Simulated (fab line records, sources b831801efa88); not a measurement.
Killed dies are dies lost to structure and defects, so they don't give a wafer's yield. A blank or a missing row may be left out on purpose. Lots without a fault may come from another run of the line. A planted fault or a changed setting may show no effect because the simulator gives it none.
Which tool did it? | flow sky130 | 6 lots, 18 wafers sampled, at 1 step of a route of 708

WHAT THE GAUGES READ, wafer by wafer
SKY_FIELD_ISO_THK_MEAS_02.
lot  | measured    | on            | FIELD_ISO_OXIDATION_00_THK (nm)
L500 | day 1 19:10 | film_metro-01 | 12.15 12.08 12.07
L503 | day 2 07:38 | film_metro-01 | 12.30 11.80 12.07
L505 | day 2 17:38 | film_metro-01 | 12.15 12.27 12.20
L507 | day 3 05:05 | film_metro-02 | 11.95 11.83 11.84
L517 | day 5 05:38 | film_metro-01 | 11.69 12.04 11.95
L520 | day 5 23:42 | film_metro-02 | 11.89 11.88 11.74

WHICH TOOL RAN EACH LOT (tool, then ch and the chambers of the sampled wafers, then the start)
The record holds no process step before these readings.

THE ANSWER, worked out from the rows above alone
Rule: what is usual is taken from the lots themselves. Put in order of their means at a reading, lots are off if they are a third of the lots or fewer, leave a main group of 4 or more, and stand apart from it by a gap of 3 or more times the standard deviation of the main group's means; of several such gaps the widest counts. A main group whose means are all the same, to the digits that the tables above print for the reading, isn't used. A lot without any number at a reading at which 4 lots or more have one is off too. The other lots that the step has rows for count as sound.
No lot is off at any reading shown: from this, nothing can be told.

WHAT THE SIMULATOR HAD PUT IN
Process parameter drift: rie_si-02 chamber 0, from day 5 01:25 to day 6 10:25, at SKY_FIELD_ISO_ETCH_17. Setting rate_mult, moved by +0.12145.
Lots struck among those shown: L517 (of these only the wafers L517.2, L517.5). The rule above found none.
